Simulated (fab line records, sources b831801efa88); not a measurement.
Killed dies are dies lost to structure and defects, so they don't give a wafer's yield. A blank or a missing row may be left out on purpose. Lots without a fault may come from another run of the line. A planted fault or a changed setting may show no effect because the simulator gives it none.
Chamber matching | flow gf180mcu | GF_V4_CMP_26 on cmp-02: 4 sister chambers
The step polishes, stops on SiO2, t overpolish 15 s, target thk 0 nm. 8 wafers are shown with their chamber, then 10 later ones without.

WAFERS WITH THEIR CHAMBER
wafer  | chamber | motor_current_A (A)
L817.5 | 1       | 11.3
L822.1 | 1       | 11.6
L822.5 | 0       | 12.4
L823.2 | 0       | 13.3
L827.2 | 3       | 11.6
L827.6 | 2       | 12.9
L828.1 | 2       | 12.9
L828.4 | 3       | 10.5

WAFERS WITHOUT THEIR CHAMBER
wafer  | motor_current_A (A)
L828.5 | 11.6
L831.1 | 12.6
L831.4 | 12.8
L831.6 | 12.5
L834.3 | 10.8
L834.4 | 12.6
L834.5 | 12.5
L835.1 | 12.4
L835.2 | 12.0
L835.5 | 12.1

WHICH CHAMBER EACH WENT THROUGH
wafer  | from the rows above               | in truth
L828.5 | can't be placed: 1 or 3           | 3
L831.1 | can't be placed: 0 or 2 or 1      | 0
L831.4 | can't be placed: 0 or 2           | 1
L831.6 | can't be placed: 0 or 2 or 1      | 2
L834.3 | can't be placed: 3 or 1           | 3
L834.4 | can't be placed: 0 or 2 or 1      | 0
L834.5 | can't be placed: 0 or 2 or 1      | 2
L835.1 | can't be placed: 0 or 2 or 1 or 3 | 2
L835.2 | can't be placed: 1 or 0 or 2 or 3 | 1
L835.5 | can't be placed: 1 or 0 or 2 or 3 | 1
Placed correctly: 0 of 10. Can't be placed from these rows: 10 (the true chamber is among the candidates in 9). Placed wrongly: 0.
How it was worked out, from the rows above alone: a wafer's distance from a chamber is the root of the sum, over the readings, of the square of ((its reading less the chamber's mean) divided by the reading's scatter). The wafer belongs to the nearest chamber; if the next one is less than 2 further off, it can't be placed. A chamber's mean is the mean of its shown wafers. The scatter: the root of (the sum of the squares of (reading less its chamber's mean) over the shown wafers, divided by (wafers less chambers)).
